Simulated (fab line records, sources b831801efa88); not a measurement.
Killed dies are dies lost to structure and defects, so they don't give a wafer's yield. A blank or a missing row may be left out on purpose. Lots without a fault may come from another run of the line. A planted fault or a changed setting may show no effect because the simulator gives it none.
Which tool did it? | flow sky130 | 11 lots, 33 wafers sampled, at 6 steps of a route of 708

WHAT THE GAUGES READ, wafer by wafer
SKY_RES_PROTECT_TW_MEAS_08.
lot  | measured     | on            | POLY_GATE_TW
L993 | day 15 00:56 | film_metro-03 | 4092 4113 4072
L994 | day 15 10:14 | film_metro-02 | 4020 4045 4035
L995 | day 15 17:36 | film_metro-02 | 4032 4027 4061
L997 | day 16 20:53 | film_metro-02 | 4077 4070 4061
L998 | day 16 23:36 | film_metro-03 | 4036 4052 4078
L107 | day 21 00:02 | film_metro-02 | 3996 3993 3980
L110 | day 22 03:51 | film_metro-02 | 3975 3978 3991
L113 | day 22 14:27 | film_metro-02 | 3961 3997 3968
L114 | day 22 23:59 | film_metro-01 | 3992 3990 3984
L115 | day 23 03:53 | film_metro-03 | 4037 4054 4060
L116 | day 23 07:59 | film_metro-02 | 3961 3960 3970

SKY_SD_P_OVL_MEAS_08.
lot  | measured     | on         | SD_P_OVL (nm)
L993 | day 25 07:22 | overlay-02 | 0.0 2.6 0.0
L994 | day 25 17:18 | overlay-02 | 0.1 1.1 -0.3
L995 | day 26 04:34 | overlay-02 | -2.7 -2.0 -1.0
L997 | day 27 05:18 | overlay-02 | -0.5 2.4 5.7
L998 | day 27 09:10 | overlay-01 | -0.5 -0.4 0.4
L107 | day 31 01:22 | overlay-01 | 0.6 -1.0 0.3
L110 | day 32 02:07 | overlay-02 | 0.5 -0.5 -0.4
L113 | day 32 12:27 | overlay-02 | 0.6 0.0 1.9
L114 | day 32 18:31 | overlay-02 | 2.2 0.8 3.4
L115 | day 33 00:55 | overlay-01 | -1.4 -1.9 -0.4
L116 | day 33 04:11 | overlay-01 | -0.7 3.5 2.9

SKY_LI_CONTACT_OVL_MEAS_13.
lot  | measured     | on         | LI_CONTACT_OVL (nm)
L993 | day 29 01:27 | overlay-01 | -7 -16 -16
L994 | day 29 10:22 | overlay-01 | -4 -3 4
L995 | day 29 20:39 | overlay-01 | -11 -3 -7
L997 | day 30 20:39 | overlay-02 | 0 -4 -10
L998 | day 30 22:48 | overlay-02 | -7 -6 -13
L107 | day 34 10:41 | overlay-01 | -6 -10 -8
L110 | day 35 12:52 | overlay-02 | -2 -2 3
L113 | day 35 22:01 | overlay-01 | 5 13 3
L114 | day 36 03:09 | overlay-01 | -18 0 -1
L115 | day 36 08:23 | overlay-01 | 2 5 -1
L116 | day 36 13:46 | overlay-01 | 1 -4 -3

SKY_LI_CONTACT_RS_MEAS_22: measures by four-point-probe.
lot  | measured     | on            | LI_CONTACT_W_RS (ohm/sq)
L993 | day 29 02:10 | film_metro-03 | 0.288 0.285 0.285
L994 | day 29 11:05 | film_metro-04 | 0.285 0.286 0.288
L995 | day 29 21:22 | film_metro-02 | 0.295 0.290 0.294
L997 | day 30 21:23 | film_metro-04 | 0.286 0.280 0.283
L998 | day 30 23:32 | film_metro-02 | 0.292 0.289 0.292
L107 | day 34 11:35 | film_metro-02 | 0.383 0.289 0.385
L110 | day 35 13:37 | film_metro-04 | 0.278 0.282 0.283
L113 | day 35 22:44 | film_metro-02 | 0.283 0.276 0.282
L114 | day 36 03:52 | film_metro-02 | 0.288 0.283 0.280
L115 | day 36 09:07 | film_metro-04 | 0.277 0.276 0.282
L116 | day 36 14:31 | film_metro-04 | 0.286 0.284 0.278

SKY_LI_CONTACT_THK_MEAS_23: measures by xrf.
lot  | measured     | on            | LI_CONTACT_W_THK (nm)
L993 | day 29 02:17 | film_metro-03 | 405 410 410
L994 | day 29 11:12 | film_metro-04 | 414 413 409
L995 | day 29 21:29 | film_metro-02 | 380 387 384
L997 | day 30 21:30 | film_metro-04 | 407 416 413
L998 | day 30 23:39 | film_metro-02 | 384 391 387
L107 | day 34 11:43 | film_metro-02 | 297 395 294
L110 | day 35 13:43 | film_metro-04 | 426 416 415
L113 | day 35 22:51 | film_metro-02 | 395 407 402
L114 | day 36 03:59 | film_metro-02 | 397 402 407
L115 | day 36 09:14 | film_metro-04 | 431 429 418
L116 | day 36 14:38 | film_metro-04 | 416 416 426

WHICH TOOL RAN EACH LOT (tool, then ch and the chambers of the sampled wafers, then the start)
lot  | SKY_LI_CONTACT_CVD_21
L993 | cvd_w-01 ch 0,1, day 29 02:02
L994 | cvd_w-01 ch 0,1, day 29 10:57
L995 | cvd_w-01 ch 0,1, day 29 21:14
L997 | cvd_w-02 ch 0,1, day 30 21:16
L998 | cvd_w-01 ch 0,1, day 30 23:23
L107 | cvd_w-01 ch 0,1, day 34 11:28
L110 | cvd_w-02 ch 0,1, day 35 13:28
L113 | cvd_w-02 ch 0,1, day 35 22:36
L114 | cvd_w-02 ch 0,1, day 36 03:44
L115 | cvd_w-02 ch 0,1, day 36 08:59
L116 | cvd_w-02 ch 0,1, day 36 14:22
- SKY_LI_CONTACT_CVD_21: deposits W, target thk 400 nm, time 120.56 s.

WHAT THE TOOLS THEMSELVES READ (means of the sampled wafers that have a number; where no wafer has one, the mark that the record gives instead)
SKY_LI_CONTACT_CVD_21.
lot  | tool     | heater_power_w (W) | susceptor_temp_C (C)
L993 | cvd_w-01 | 910                | 400.05
L994 | cvd_w-01 | 901                | 399.74
L995 | cvd_w-01 | 895                | 399.88
L997 | cvd_w-02 | 926                | 400.02
L998 | cvd_w-01 | 877                | 399.94
L107 | cvd_w-01 | 865                | 389.80
L110 | cvd_w-02 | 899                | 399.78
L113 | cvd_w-02 | 881                | 400.07
L114 | cvd_w-02 | 918                | 399.61
L115 | cvd_w-02 | 904                | 399.95
L116 | cvd_w-02 | 916                | 399.85

THE ANSWER, worked out from the rows above alone
Rule: what is usual is taken from the lots themselves. Put in order of their means at a reading, lots are off if they are a third of the lots or fewer, leave a main group of 4 or more, and stand apart from it by a gap of 3 or more times the standard deviation of the main group's means; of several such gaps the widest counts. A main group whose means are all the same, to the digits that the tables above print for the reading, isn't used. A lot without any number at a reading at which 4 lots or more have one is off too. The other lots that the step has rows for count as sound. The gauges are gone through in route order, then the tools' own readings, and for those a lot's mean is taken as printed above. The first step at which some lot is off is used, and at that step the reading that is off furthest; a lot without a number counts as furthest.
Off: L107, at SKY_LI_CONTACT_RS_MEAS_22 (LI_CONTACT_W_RS). The main group: mean 0.285 ohm/sq, standard deviation 0.0044.
A tool fits if, at a process step before that reading, it ran every lot that is off, and no sound lot after the first of them. The gauges at SKY_LI_CONTACT_RS_MEAS_22 aren't tried: what is off there is off at SKY_LI_CONTACT_CVD_21 too, on other tools, and a gauge's error can't cause that. One fits: cvd_w-01 at SKY_LI_CONTACT_CVD_21. Its last sound lot is L998 (day 30 23:23), its first lot that is off L107 (day 34 11:28): a fault that began between those two fits.
The tool's own readings at SKY_LI_CONTACT_CVD_21 bear it out: on the lots that are off they differ by more than 5 times the standard deviation of the sound lots' means. susceptor_temp_C reads 389.80 C there against 399.89 C on the sound lots.

WHAT THE SIMULATOR HAD PUT IN
Process parameter drift: cvd_w-01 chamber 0, from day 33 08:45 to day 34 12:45, at SKY_LI_CONTACT_CVD_21. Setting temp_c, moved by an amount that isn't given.
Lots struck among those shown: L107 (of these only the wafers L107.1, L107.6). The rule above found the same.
